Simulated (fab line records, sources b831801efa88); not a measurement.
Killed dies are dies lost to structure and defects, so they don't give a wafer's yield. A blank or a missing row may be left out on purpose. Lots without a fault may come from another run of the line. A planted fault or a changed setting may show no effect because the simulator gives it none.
Which tool did it? | flow sky130 | 13 lots, 38 wafers sampled, at 3 steps of a route of 708

WHAT THE GAUGES READ, wafer by wafer
SKY_LDD_N_OVL_MEAS_07. Usual: LDD_N_OVL -0.4 nm, standard deviation 1.6.
lot  | measured     | on         | LDD_N_OVL (nm) | flag
L349 | day 17 17:22 | overlay-02 | 2.0 0.2 0.8    |
L350 | day 18 00:44 | overlay-01 | 1.6 -1.5 -0.9  |
L351 | day 18 05:44 | overlay-02 | -1.1 -1.5 -0.8 |
L352 | day 18 20:00 | overlay-02 | -4.3 -1.4 -4.1 |
L353 | day 19 03:57 | overlay-02 | -2.1 0.3 -2.1  |
L354 | day 19 14:42 | overlay-02 | -0.2 -1.2 -0.3 |
L355 | day 19 23:22 | overlay-01 | 0.1 0.5 -2.3   |
L356 | day 20 08:37 | overlay-01 | -1.5 -0.8 -1.0 |
L358 | day 21 00:12 | overlay-01 | -4.5 -3.5 -2.3 |
L359 | day 21 08:42 | overlay-01 | 0.7 -0.2 0.3   |
L362 | day 22 13:51 | overlay-02 | -1.8 -2.0 -1.0 |
L369 | day 24 20:52 | overlay-01 | 1.1 2.5        |
L371 | day 25 13:43 | overlay-02 | 0.7 -0.7 -1.1  |

SKY_LDD_N_TW_MEAS_17. Usual: LDD_N_TW 2591, standard deviation 28.
lot  | measured     | on            | LDD_N_TW       | flag
L349 | day 17 18:42 | film_metro-02 | 2540 2547 2541 |
L350 | day 18 02:04 | film_metro-02 | 2561 2576 2566 |
L351 | day 18 07:04 | film_metro-02 | 2574 2577 2578 |
L352 | day 18 21:20 | film_metro-02 | 2565 2574 2570 |
L353 | day 19 05:17 | film_metro-01 | 2627 2622 2633 |
L354 | day 19 16:02 | film_metro-01 | 2633 2628 2622 |
L355 | day 20 00:42 | film_metro-02 | 2560 2568 2559 |
L356 | day 20 09:57 | film_metro-04 | 2606 2628 2613 |
L358 | day 21 01:32 | film_metro-04 | 2617 2615 2611 |
L359 | day 21 10:02 | film_metro-04 | 2606 2608 2619 |
L362 | day 22 15:11 | film_metro-04 | 2607 2603 2612 |
L369 | day 24 22:13 | film_metro-04 | 2589 2597      |
L371 | day 25 15:03 | film_metro-02 | 2556 2551 2567 |

SKY_CONTACT_THK_MEAS_26: measures by xrf. Usual: CONTACT_W_THK 339 nm, standard deviation 7.
lot  | measured     | on            | CONTACT_W_THK (nm) | flag
L349 | day 31 15:35 | film_metro-04 | 333 341 341        |
L350 | day 31 19:31 | film_metro-04 | 351 353 361        |
L351 | day 32 02:43 | film_metro-02 | 336 338 333        |
L352 | day 32 12:41 | film_metro-01 | 351 334 352        |
L353 | day 32 22:26 | film_metro-04 | 340 342 344        |
L354 | day 33 08:45 | film_metro-04 | 343 346 344        |
L355 | day 33 14:23 | film_metro-02 | 336 340 336        |
L356 | day 34 01:14 | film_metro-02 | 332 338 335        |
L358 | day 34 11:26 | film_metro-01 | 333 333 334        |
L359 | day 34 19:07 | film_metro-02 | 336 338 340        |
L362 | day 35 21:45 | film_metro-04 | 348 343 342        |
L369 | day 37 18:47 | film_metro-02 | 340 341            |
L371 | day 38 11:28 | film_metro-04 | 343 336 348        |

WHICH TOOL RAN EACH LOT (tool, then ch and the chambers of the sampled wafers, then the start)
The record holds no process step before these readings.

WHAT THE TOOLS THEMSELVES READ (means of the sampled wafers that have a number; where no wafer has one, the mark that the record gives instead)
The record holds no such reading with a usual standard deviation.

THE ANSWER, worked out from the rows above alone
Rule: a lot is off if the mean of its wafers that have a number lies more than 3 standard deviations from the usual mean. A lot without any number at a reading at which 4 lots or more have one is off too. The other lots that the step has rows for count as sound. The gauges are gone through in route order, then the tools' own readings, and for those a lot's mean is taken as printed above. The first step at which some lot is off is used, and at that step the reading that is off furthest; a lot without a number counts as furthest.
No lot is off at any reading shown: from this, nothing can be told.

WHAT THE SIMULATOR HAD PUT IN
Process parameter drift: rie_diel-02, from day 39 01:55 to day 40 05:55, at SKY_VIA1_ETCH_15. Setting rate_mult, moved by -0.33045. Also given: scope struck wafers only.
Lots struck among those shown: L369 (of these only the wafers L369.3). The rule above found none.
